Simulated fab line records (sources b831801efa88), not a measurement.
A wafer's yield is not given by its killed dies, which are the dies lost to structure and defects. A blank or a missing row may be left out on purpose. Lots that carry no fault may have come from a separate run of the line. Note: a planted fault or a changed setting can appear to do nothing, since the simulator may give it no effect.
Which of the tools did it?    flow sky130    39 wafers from 13 lots sampled at 4 of the route's 708 steps

WHAT THE GAUGES READ, wafer by wafer
SKY_LDD_N_OVL_MEAS_07.
lot   measured      on          LDD_N_OVL (nm)
L790  day 17 21:14  overlay-01  -0.9 -2.0 -1.3
L791  day 18 10:19  overlay-01  -1.8 -1.5 -3.8
L792  day 18 11:30  overlay-02  -0.9 -0.8 -0.1
L793  day 19 00:54  overlay-02  0.7 0.5 -0.4
L794  day 19 15:32  overlay-01  0.8 0.6 2.7
L796  day 20 01:24  overlay-02  -0.4 -1.3 -0.2
L795  day 20 01:01  overlay-01  0.3 -0.2 -1.3
L798  day 21 11:05  overlay-02  0.4 2.2 0.4
L800  day 21 17:06  overlay-01  -2.5 -1.2 -1.6
L801  day 21 22:38  overlay-02  -0.8 -1.6 -1.3
L809  day 24 21:12  overlay-02  -1.5 -1.2 -1.8
L811  day 25 10:03  overlay-02  -0.5 0.3 -0.3
L813  day 26 02:48  overlay-02  -1.3 -1.3 -1.7

SKY_LDD_P_CD_MEAS_07: target cd 380 nm.
lot   measured      on        cdNm (nm)
L790  day 19 04:19  cdSem-02  381.7 382.0 382.4
L791  day 19 18:19  cdSem-02  379.0 379.5 378.9
L792  day 19 19:03  cdSem-01  375.6 376.9 380.5
L793  day 20 08:47  cdSem-01  383.2 379.2 380.6
L794  day 20 23:28  cdSem-01  378.4 377.6 376.7
L796  day 21 09:18  cdSem-02  379.9 380.3 380.1
L795  day 21 08:41  cdSem-02  386.7 387.6 385.2
L798  day 22 18:40  cdSem-02  377.1 377.5 378.8
L800  day 22 23:59  cdSem-01  378.9 378.8 377.4
L801  day 23 05:51  cdSem-01  376.6 376.3 375.8
L809  day 26 04:00  cdSem-01  377.6 377.6 377.7
L811  day 26 16:28  cdSem-01  383.4 381.5 382.2
L813  day 27 09:34  cdSem-01  375.6 375.1 377.2

SKY_LDD_HVN_OVL_MEAS_07.
lot   measured      on          LDD_HVN_OVL (nm)
L790  day 20 11:34  overlay-01  -1.1 -0.4 -0.2
L791  day 21 01:07  overlay-01  2.1 2.5 2.0
L792  day 21 01:53  overlay-01  -0.4 -1.2 -0.4
L793  day 21 15:33  overlay-01  0.3 -0.9 0.3
L794  day 22 06:03  overlay-01  -1.0 0.7 -1.2
L796  day 22 15:18  overlay-02  -2.2 -1.1 -2.2
L795  day 22 14:54  overlay-02  -1.1 -1.2 -1.3
L798  day 24 01:19  overlay-02  -0.4 0.1 -0.3
L800  day 24 06:50  overlay-01  -1.0 -2.0 -1.5
L801  day 24 12:48  overlay-01  0.3 1.5 1.9
L809  day 27 10:25  overlay-02  -0.7 0.2 0.6
L811  day 27 21:26  overlay-02  -1.7 -1.7 -0.9
L813  day 28 14:23  overlay-01  -0.8 -2.2 -0.5

WHICH TOOL RAN EACH LOT (tool, then ch and the chambers of the sampled wafers, then the start)
lot   SKY_POLY_GATE_ETCH_16
L790  rieDiel-01 ch 0,1,3, day 16 14:07
L791  rieDiel-01 ch 2,3, day 17 01:59
L792  rieDiel-02 ch 0,2,3, day 17 03:06
L793  rieDiel-01 ch 0,2, day 17 16:00
L794  rieDiel-02 ch 0,2,3, day 18 07:34
L796  rieDiel-03 ch 0,1,3, day 18 13:20
L795  rieDiel-03 ch 0,1,3, day 18 15:59
L798  rieDiel-01 ch 0,2,3, day 20 02:47
L800  rieDiel-03 ch 0,1,3, day 20 08:38
L801  rieDiel-02 ch 2,3, day 20 14:43
L809  rieDiel-03 ch 0,3, day 23 13:34
L811  rieDiel-03 ch 0,2, day 24 02:30
L813  rieDiel-02 ch 1,2, day 24 20:04
- SKY_POLY_GATE_ETCH_16: etches Si3N4 in CH3F/O2, stops on poly-Si, time 147.5 s, target depth 75 nm.

AS READ BY THE TOOLS THEMSELVES (means over the sampled wafers that have a number; for cases with no such wafer, the mark the record gives instead)
SKY_POLY_GATE_ETCH_16.
lot   tool        chamberPressureMTorr (mTorr)  drypumpMotorCurrentA (A)  oesProductAu (a.u.)  rfFwdPowerW (W)  throttleValvePct (%)
L790  rieDiel-01  25.010                        5.4                       0.640                397.4            10.535
L791  rieDiel-01  24.998                        5.2                       0.643                399.0            10.539
L792  rieDiel-02  24.993                        6.0                       0.644                398.6            10.534
L793  rieDiel-01  24.998                        5.1                       0.643                398.4            10.538
L794  rieDiel-02  24.993                        6.0                       0.640                398.4            10.527
L796  rieDiel-03  25.004                        5.4                       0.639                398.2            10.540
L795  rieDiel-03  25.010                        5.5                       0.640                398.8            10.531
L798  rieDiel-01  24.999                        5.2                       0.638                397.7            10.536
L800  rieDiel-03  24.985                        5.5                       0.639                396.6            10.533
L801  rieDiel-02  25.015                        6.1                       0.647                399.9            10.534
L809  rieDiel-03  25.000                        5.6                       0.637                334.4            10.541
L811  rieDiel-03  25.006                        5.8                       0.642                335.3            10.534
L813  rieDiel-02  24.992                        6.0                       0.632                399.0            10.539

THE ANSWER, worked out from the rows above alone
Rule: usual is defined by the lots themselves. Put in order of their means at a reading, lots are off if they are a third of the lots or fewer, leave a main group of 4 or more, and stand apart from it by a gap of 3 or more times the standard deviation of the main group's means; of several such gaps the widest counts. Not used: any main group whose means are identical at the precision the tables above print for the reading. A lot without any number at a reading at which 4 lots or more have one is off too. Any other lot the step has rows for is counted as sound. First the gauges in route order, then the tools' own readings, where a lot's mean is used as printed above. The first step at which some lot is off is used, and at that step the reading that is off furthest; a lot without a number counts as furthest.
Off at SKY_POLY_GATE_ETCH_16 (rfFwdPowerW): L809, L811. For the main group the mean is 398.4 W and the standard deviation 0.85.
A tool fits if, at that step or a process step before it, it ran every lot that is off, and no sound lot after the first of them. One fits: rieDiel-03 at SKY_POLY_GATE_ETCH_16. Its last sound lot is L800 (day 20 08:38), its first lot that is off L809 (day 23 13:34): a fault that began between those two fits.
On the lots that are off, the tool's own readings at SKY_POLY_GATE_ETCH_16 differ by more than 5 times the standard deviation of the sound lots' means, which bears it out; rfFwdPowerW reads 334.9 W there versus 398.4 W on the sound lots.

WHAT HAD BEEN PUT IN BY THE SIMULATOR
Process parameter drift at SKY_POLY_GATE_ETCH_16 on rieDiel-03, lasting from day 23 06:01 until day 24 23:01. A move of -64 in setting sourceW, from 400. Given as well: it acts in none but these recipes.
Struck lots among those shown: L809, L811. Same finding as the rule above.
